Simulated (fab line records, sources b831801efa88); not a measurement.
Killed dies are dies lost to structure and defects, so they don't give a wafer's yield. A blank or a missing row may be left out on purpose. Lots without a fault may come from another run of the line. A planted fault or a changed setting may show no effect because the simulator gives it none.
A struck lot beside a sound one | flow gf180mcu | 14 steps out of a route of 602
Sound: wafers L809.1, L809.3, L809.6. Struck: wafers L812.1, L812.4, L812.5. The cause comes at the end.
At each step with rows: each side's tool, then ch and its chambers, then its first start. Under that, the readings that differ: sound wafers | struck wafers | difference of the means | sigmas: that difference in standard deviations of wafers without a fault.
alike: readings whose means differ by less than 2 such deviations, and words and numbers that are the same on both sides. not compared: withheld readings, readings that some wafer has no value for, bounds like >300 that may hide the same value, and numbers for which the record gives no deviation and whose values overlap.
The two part at a step that has a row with sigmas, a row that says differs or no value, or rows on one side only. Numbers that don't overlap but have no deviation are shown without sigmas and don't part them. A reading that every wafer of one side lacks parts them only if that side has two wafers or more.

first, 1 step without rows for these wafers: GF_STI_DEVELOP_11 (develop time 60 s).
GF_STI_CD_MEAS_12: target cd 220 nm.
  sound on cd_sem-02, day 2 22:13; struck on cd_sem-02, day 3 13:19
  reading    | sound             | struck            | difference | sigmas
  cd_nm (nm) | 218.8 218.4 219.0 | 221.6 221.9 222.3 | +3.2       | +2
GF_STI_ETCH_13: etches the open film in CHF3/O2, stops on Si, target depth 282.31 nm, time 112.9 s.
  sound on rie_diel-04 ch 0,2, day 2 22:20; struck on rie_diel-03 ch 0,1,2, day 3 13:26
  alike: chamber_pressure_mTorr, drypump_motor_current_A, oes_product_au, throttle_valve_pct
  not compared: rf_hours_counter_h
GF_STI_ETCH_14: etches Si in HBr/Cl2/O2, target depth 360 nm, time 102.9 s.
  sound on rie_si-02 ch 0,1,3, day 2 22:25; struck on rie_si-01 ch 0,2,3, day 3 13:31
  alike: chamber_pressure_mTorr, drypump_motor_current_A, he_backside_leak_sccm, oes_product_au, throttle_valve_pct
  not compared: rf_hours_counter_h
GF_STI_STRIP_15: strips in O2/N2.
  sound on plasma_asher-02 ch 1, day 2 22:30; struck on plasma_asher-03 ch 0, day 3 13:36
  reading                     | sound          | struck         | difference | sigmas
  drypump_motor_current_A (A) | 5.83 5.80 5.79 | 6.34 6.34 6.31 | +0.52      | +3
  alike: chamber_pressure_mTorr, heater_power_w, oes_product_au, strip_time_to_endpoint_s
  not compared: rf_hours_counter_h
then, 6 steps without rows for these wafers: GF_STI_CLEAN_16 (cleans in dHF, time 25 s); GF_STI_WET_ETCH_17 (etches Si3N4 in H3PO4, target depth 45 nm, time 514 s); GF_STI_CLEAN_18 (cleans in SC1/SC2, time 150 s); GF_STI_CLEAN_19 (cleans in dHF, time 20 s); GF_STI_WET_ETCH_20 (etches SiO2 in dHF, target depth 20 nm, time 400 s); GF_STI_OXIDATION_21 (stabilise 600 s, purge 300 s, target thk 15 nm).
GF_STI_THK_MEAS_22:
  sound on film_metro-01, day 3 00:10; struck on film_metro-03, day 3 16:26
  alike: STI_OXIDATION_01_THK
GF_STI_CVD_23: deposits SiO2, target thk 650 nm, time 108.3 s.
  sound on hdpcvd-02 ch 0,1,2, day 3 00:14; struck on hdpcvd-01 ch 0,1,2, day 3 16:29
  no value came back on the struck wafers for pressure_mtorr (mTorr), run_length_s (s); on the sound wafers pressure_mtorr (mTorr) reads 6.003 5.979 6.006
GF_PASSIVATION_PROBE_99:
  the record has rows for the sound wafers here (prober-02, day 30 09:29) and none for the struck ones

WHERE THEY PART
First at GF_STI_CD_MEAS_12; last, within this record, at GF_PASSIVATION_PROBE_99.

WHY: what the simulator had put in
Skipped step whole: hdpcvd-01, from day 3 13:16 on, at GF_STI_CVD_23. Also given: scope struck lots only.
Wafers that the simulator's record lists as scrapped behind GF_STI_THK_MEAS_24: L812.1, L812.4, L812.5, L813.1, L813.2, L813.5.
